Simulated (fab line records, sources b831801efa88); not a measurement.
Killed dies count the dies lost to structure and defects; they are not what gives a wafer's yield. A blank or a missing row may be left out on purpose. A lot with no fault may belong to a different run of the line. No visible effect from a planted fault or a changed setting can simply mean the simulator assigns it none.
Matching of chambers    flow gf180mcu    hdpcvd-02 running GF_STI_CVD_23: 3 sister chambers
The step deposits SiO2, target thk 650 nm, time 108.3 s. 6 wafers are shown with their chamber, then 7 later ones without.

## WAFERS, EACH WITH ITS CHAMBER
wafer   chamber  run length s (s)  pressure mtorr (mTorr)
L899.5  2        137.0             5.975
L904.5  2        137.2             5.992
L905.5  0        136.8             5.989
L905.6  1        136.3             6.012
L907.4  0        136.9             5.989
L907.5  1        136.3             5.998

## WAFERS MISSING THEIR CHAMBER
wafer   run length s (s)  pressure mtorr (mTorr)
L907.6  137.5             6.003
L909.1  136.8             5.996
L909.3  136.8             5.999
L909.6  136.6             6.007
L918.3  136.7             5.987
L918.4  136.5             6.014
L918.6  136.4             5.986

## CHAMBER TAKEN BY EACH
wafer    from the rows above       in truth
L907.6   2                         2
L909.1   0                         0
L909.3   0                         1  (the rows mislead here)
L909.6   can't be placed: 1 or 0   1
L918.3   0                         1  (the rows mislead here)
L918.4   1                         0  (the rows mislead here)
L918.6   1                         1
Correct placement for 3 of the 7. Unplaceable from these rows: 1, with the true chamber sitting among the candidates in 1. Placed wrongly: 3.
How it was worked out, from the rows above alone: a wafer's distance from a chamber is the root of the sum, over the readings, of the square of ((its reading less the chamber's mean) divided by the reading's scatter). The wafer belongs to the nearest chamber; if the next one is less than 2 further off, it can't be placed. A chamber's mean is the mean of its shown wafers. The scatter: take each reading less its chamber's mean, square it, sum over the shown wafers, divide by the number of wafers less the number of chambers, and take the root.
